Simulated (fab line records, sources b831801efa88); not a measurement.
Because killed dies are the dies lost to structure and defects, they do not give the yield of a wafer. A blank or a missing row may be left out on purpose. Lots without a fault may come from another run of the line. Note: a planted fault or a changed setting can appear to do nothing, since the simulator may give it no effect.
Which tool is to blame? | flow gf180mcu | 14 lots, 42 wafers sampled, at 3 steps of a route of 602

WHAT THE GAUGES SHOWED, per wafer
GF_V5_RS_MEAS_24: the measuring method here is four-point-probe. Usual: V5_W_RS 0.324 ohm/sq, standard deviation 0.0041.
lot  | measured     | on            | V5_W_RS (ohm/sq)  | flag
L782 | day 27 04:35 | film_metro-04 | 0.321 0.322 0.321 |
L781 | day 27 05:32 | film_metro-02 | 0.322 0.316 0.322 |
L783 | day 27 18:26 | film_metro-04 | 0.324 0.326 0.328 |
L784 | day 27 22:45 | film_metro-02 | 0.327 0.324 0.318 |
L785 | day 28 02:23 | film_metro-04 | 0.331 0.326 0.327 |
L786 | day 28 07:42 | film_metro-03 | 0.322 0.315 0.325 |
L787 | day 28 22:40 | film_metro-02 | 0.322 0.324 0.319 |
L788 | day 29 17:22 | film_metro-02 | 0.328 0.321 0.317 |
L796 | day 31 13:13 | film_metro-04 | 0.326 0.322 0.323 |
L799 | day 32 08:29 | film_metro-02 | 0.319 0.324 0.320 |
L801 | day 33 03:17 | film_metro-02 | 0.322 0.330 0.324 |
L803 | day 33 09:45 | film_metro-03 | 0.332 0.327 0.329 |
L802 | day 33 10:19 | film_metro-02 | 0.329 0.323 0.328 |
L804 | day 34 02:08 | film_metro-02 | 0.329 0.328 0.324 |

GF_TOP_METAL_THK_MEAS_06: measures by xrf. Usual: TOP_METAL_ALCU_THK 898 nm, standard deviation 11.
lot  | measured     | on            | TOP_METAL_ALCU_THK (nm) | flag
L782 | day 27 05:23 | film_metro-04 | 881 886 883             |
L781 | day 27 06:20 | film_metro-04 | 893 880 894             |
L783 | day 27 19:16 | film_metro-04 | 914 913 912             |
L784 | day 27 23:34 | film_metro-02 | 881 889 884             |
L785 | day 28 03:11 | film_metro-02 | 886 878 889             |
L786 | day 28 08:36 | film_metro-01 | 913 910 912             |
L787 | day 28 23:29 | film_metro-04 | 892 896 886             |
L788 | day 29 18:12 | film_metro-02 | 886 892 895             |
L796 | day 31 14:01 | film_metro-02 | 887 908 902             |
L799 | day 32 09:17 | film_metro-04 | 912 914 921             |
L801 | day 33 04:05 | film_metro-02 | 901 887 892             |
L803 | day 33 10:33 | film_metro-01 | 900 899 894             |
L802 | day 33 11:07 | film_metro-04 | 887 884 906             |
L804 | day 34 02:58 | film_metro-02 | 904 905 897             |

EACH LOT AND THE TOOL THAT RAN IT (in order: tool; ch and the chambers of the sampled wafers; start)
lot  | GF_V2_CVD_00
L782 | hdpcvd-02 ch 0,1,2, day 19 06:10
L781 | hdpcvd-02 ch 0,1, day 19 07:18
L783 | hdpcvd-02 ch 0,1, day 19 19:10
L784 | hdpcvd-01 ch 0,1,2, day 20 01:40
L785 | hdpcvd-02 ch 0,2, day 20 07:04
L786 | hdpcvd-01 ch 0,1, day 20 16:16
L787 | hdpcvd-01 ch 0,1,2, day 21 07:25
L788 | hdpcvd-01 ch 0,1,2, day 22 05:32
L796 | hdpcvd-02 ch 0,1,2, day 24 12:25
L799 | hdpcvd-02 ch 0,1,2, day 25 12:07
L801 | hdpcvd-01 ch 0,2, day 26 11:44
L803 | hdpcvd-01 ch 0,1,2, day 26 20:12
L802 | hdpcvd-01 ch 0,1, day 26 21:47
L804 | hdpcvd-01 ch 0,1,2, day 27 16:41
- GF_V2_CVD_00: deposits SiO2, target thk 600 nm, time 100 s.

AS READ BY THE TOOLS THEMSELVES (means over the sampled wafers that have a number; for cases with no such wafer, the mark the record gives instead)
The record holds no such reading with a usual standard deviation.

THE ANSWER, worked out from the rows above alone
Rule: a lot is off if the mean of its wafers that have a number lies more than 3 standard deviations from the usual mean. A lot without any number at a reading at which 4 lots or more have one is off too. All remaining lots with rows at the step are treated as sound. The gauges are gone through in route order, then the tools' own readings, and for those a lot's mean is taken as printed above. The first step at which some lot is off is used, and at that step the reading that is off furthest; a lot without a number counts as furthest.
None of the lots is off at any reading shown; this tells nothing.

WHAT WAS PUT IN BY THE SIMULATOR
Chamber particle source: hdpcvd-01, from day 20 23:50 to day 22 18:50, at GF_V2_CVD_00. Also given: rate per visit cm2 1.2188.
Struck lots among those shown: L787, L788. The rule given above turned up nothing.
